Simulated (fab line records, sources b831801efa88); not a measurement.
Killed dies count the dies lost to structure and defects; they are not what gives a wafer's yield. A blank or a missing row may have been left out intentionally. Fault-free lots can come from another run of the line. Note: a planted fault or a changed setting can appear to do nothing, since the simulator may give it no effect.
A struck lot beside a sound one    flow sky130    43 steps out of a route of 708
Sound: these wafers, L743.1, L743.3, L743.4. The struck wafers were L752.3, L752.4, L752.6. The cause comes at the end.
Per side, at each step with rows, come the tool, then ch with its chambers, and then its first start. Under that, the readings that differ: sound wafers    struck wafers    difference of the means    sigmas: that difference in standard deviations of wafers without a fault.
alike: a reading whose means differ by less than 2 such deviations, as well as words and numbers matching on both sides. not compared: withheld readings; readings where some wafer has no value; bounds like >300 that might hide an equal value; numbers whose values overlap and for which the record gives no deviation.
A row with sigmas, a row that says differs or no value, or rows on one side alone: a step with any of these is where the two part. Numbers that don't overlap but have no deviation are shown without sigmas and don't part them. A reading that every wafer of one side lacks parts them only if that side has two wafers or more.

first, 2 steps without rows for these wafers: SKY_METAL3_PEB_11; SKY_METAL3_DEVELOP_12 (develop time 60 s).
SKY_METAL3_CD_MEAS_13: the cd target is 300 nm.
  struck on cd_sem-02, day 42 19:32; sound on cd_sem-02, day 40 15:28
reading     sound              struck             difference  sigmas
cd_nm (nm)  297.9 298.8 298.9  301.0 301.8 301.0  +2.7        +2
SKY_METAL3_OVL_MEAS_14:
  struck on overlay-02, day 42 19:37; sound on overlay-01, day 40 15:35
  alike: METAL3_OVL
then, 3 steps without rows for these wafers: SKY_METAL3_DESCUM_15 (chemistry O2, time 8 s); SKY_METAL3_ETCH_16 (etches BARC in N2/H2, stops on SiO2, time 88.2 s, target depth 60 nm); SKY_METAL3_ETCH_17 (etches SiO2 in C4F8/O2/Ar, stops on TiN, time 3.9 s, target depth 15 nm).
SKY_METAL3_METAL_ETCH_18: etches the open film in Cl2/BCl3, stops on SiO2, target depth 845 nm, time 183.1 s.
  sound on rie_metal-02 ch 0,1, day 40 15:46; struck on rie_metal-03 ch 0,1, day 42 19:51
  alike: drypump_motor_current_A, oes_product_au, throttle_valve_pct
  not compared: rf_hours_counter_h
then, 4 steps without rows for these wafers: SKY_METAL3_STRIP_19 (strips in O2/N2); SKY_METAL3_STRIP_20 (strips in post etch residue remover, time 1200 s); SKY_METAL3_CLEAN_21 (cleans in IPA, time 180 s); SKY_METAL3_CLEAN_22 (cleans in O3/DIW).
SKY_VIA3_HDPCVD_00: deposits SiO2, target thk 1635 nm, time 272.5 s.
  sound on hdpcvd-01 ch 1,2, day 40 16:32; struck on hdpcvd-01 ch 0,1,2, day 42 20:34
SKY_VIA3_THK_MEAS_01:
  struck on film_metro-02, day 42 20:45; sound on film_metro-03, day 40 16:47
  alike: VIA3_HDPCVD_THK
SKY_VIA3_CMP_02: polishes SiO2.
  sound on cmp-02 ch 0,2,3, day 40 16:51; struck on cmp-01 ch 0,1,2, day 42 20:50
  alike: motor_current_A
SKY_VIA3_BOW_MEAS_03:
  struck on film_metro-03, day 42 21:08; sound on film_metro-04, day 40 17:09
  alike: VIA3_BOW
then, 8 steps without rows for these wafers: SKY_VIA3_DEHYDRATE_04 (time 60 s); SKY_VIA3_HMDS_05 (prime time 60 s); SKY_VIA3_COAT_06 (resist thk 60 nm); SKY_VIA3_COAT_07 (resist thk 450 nm); SKY_VIA3_SOFTBAKE_08 (time 90 s); SKY_VIA3_EXPOSE_09 (exposes mask VIM3, target cd 200 nm); SKY_VIA3_PEB_10; SKY_VIA3_DEVELOP_11 (develop time 60 s).
SKY_VIA3_CD_MEAS_12: the cd target is 200 nm.
  struck on cd_sem-02, day 43 19:04; sound on cd_sem-01, day 41 17:29
  alike: cd_nm
SKY_VIA3_OVL_MEAS_13:
  struck on overlay-02, day 43 19:09; sound on overlay-02, day 41 17:37
  alike: VIA3_OVL
SKY_VIA3_ETCH_14: etches BARC in N2/H2, stops on SiO2, time 45.9 s, target depth 60 nm.
  sound on rie_diel-04 ch 1,3, day 41 17:39; struck on rie_diel-04 ch 2,3, day 43 19:11
  alike: drypump_motor_current_A, oes_product_au, throttle_valve_pct
  not compared: rf_hours_counter_h
then, 7 steps without rows for these wafers: SKY_VIA3_ETCH_15 (etches SiO2 in C4F8/O2/Ar, stops on TiN, target depth 507 nm, time 78 s); SKY_VIA3_STRIP_16 (strips in O2/N2); SKY_VIA3_STRIP_17 (strips in post etch residue remover, time 1200 s); SKY_VIA3_CLEAN_18 (cleans in IPA, time 180 s); SKY_VIA3_CLEAN_19 (cleans in O3/DIW); SKY_VIA3_SPUTTER_20 (material TiN, target thk 20 nm, time 80 s); SKY_VIA3_CVD_21 (deposits W, target thk 390 nm, time 117.31 s).
SKY_VIA3_RS_MEAS_22: measurement is done with a four-point probe.
  struck on film_metro-03, day 43 20:32; sound on film_metro-02, day 41 18:31
  alike: VIA3_W_RS
SKY_VIA3_THK_MEAS_23: measures by xrf.
  struck on film_metro-03, day 43 20:38; sound on film_metro-02, day 41 18:38
  alike: VIA3_W_THK
SKY_VIA3_CMP_24: polishes, stops on SiO2, t overpolish 20 s, target thk 0 nm.
  sound on cmp-01 ch 0,1,3, day 41 18:42; struck on cmp-01 ch 0,3, day 43 20:40
  alike: motor_current_A, overpolish_run_s, time_to_endpoint_s
then, 3 steps without rows for these wafers: SKY_METAL4_SPUTTER_00 (material Ti, target thk 15 nm, time 10 s); SKY_METAL4_SPUTTER_01 (material TiN, target thk 20 nm, time 16.7 s); SKY_METAL4_SPUTTER_02 (material AlCu, target thk 735 nm, time 39.1 s).
SKY_METAL4_SPUTTER_03: material Ti, target thk 5 nm, time 3.3 s.
  struck on pvd_sputter-04, day 43 21:03; sound on pvd_sputter-04, day 41 19:05
  alike: throttle_valve_pct
then, 1 step without rows for these wafers: SKY_METAL4_SPUTTER_04 (material TiN, target thk 70 nm, time 58.3 s).
-- the record jumps here: 5 days lie between the struck wafers' starts before and after (it left off in module METAL4 and takes up again in module PAD_OPEN, whose first step shown is number 708 of the route) --
SKY_PAD_OPEN_PROBE_99:
  struck on prober-01, day 49 05:55; sound on prober-01, day 47 12:25
reading                                sound               struck             difference  sigmas
defect_limited_yield (%)               81.7 82.7 83.3      77.8 78.0 76.4     -5.2        -3
killed_at_M0_to_M3                     47 52 44            70 74 84           +28         +4
killed_dies                            90 85 82            109 108 116        +25         +3
sort_bin_3_pad_short (%)               1.0 1.4 0.4         1.8 2.4 1.8        +1.1        +2
sort_bin_5_function (%)                11.6 8.5 10.2       14.6 12.6 14.2     +3.7        +3
sort_n_pass                            402 407 410         383 384 376        -25         -3
sort_yield_pct (%)                     81.7 82.7 83.3      77.8 78.0 76.4     -5.2        -3
model.etest.tester.sort_n_pass         402 407 410         383 384 376        -25         
model.etest.tester.sort_yield_pct (%)  81.71 82.72 83.33   77.85 78.05 76.42  -5.15       
model.etest.tester.sort_bin_5_pct (%)  11.59 8.537 10.16   14.63 12.6 14.23   +3.72       
model.etest.tester.sort_bin_3_pct (%)  1.016 1.423 0.4065  1.829 2.439 1.829  +1.084      
  alike: killed_at_M4_up, killed_at_contacts, killed_at_front_end, killed_at_other, killed_open, killed_short, sort_bin_6_memory

WHERE THEY PART
First at SKY_METAL3_CD_MEAS_13; last, within this record, at SKY_PAD_OPEN_PROBE_99.

WHY: the cause the simulator had injected
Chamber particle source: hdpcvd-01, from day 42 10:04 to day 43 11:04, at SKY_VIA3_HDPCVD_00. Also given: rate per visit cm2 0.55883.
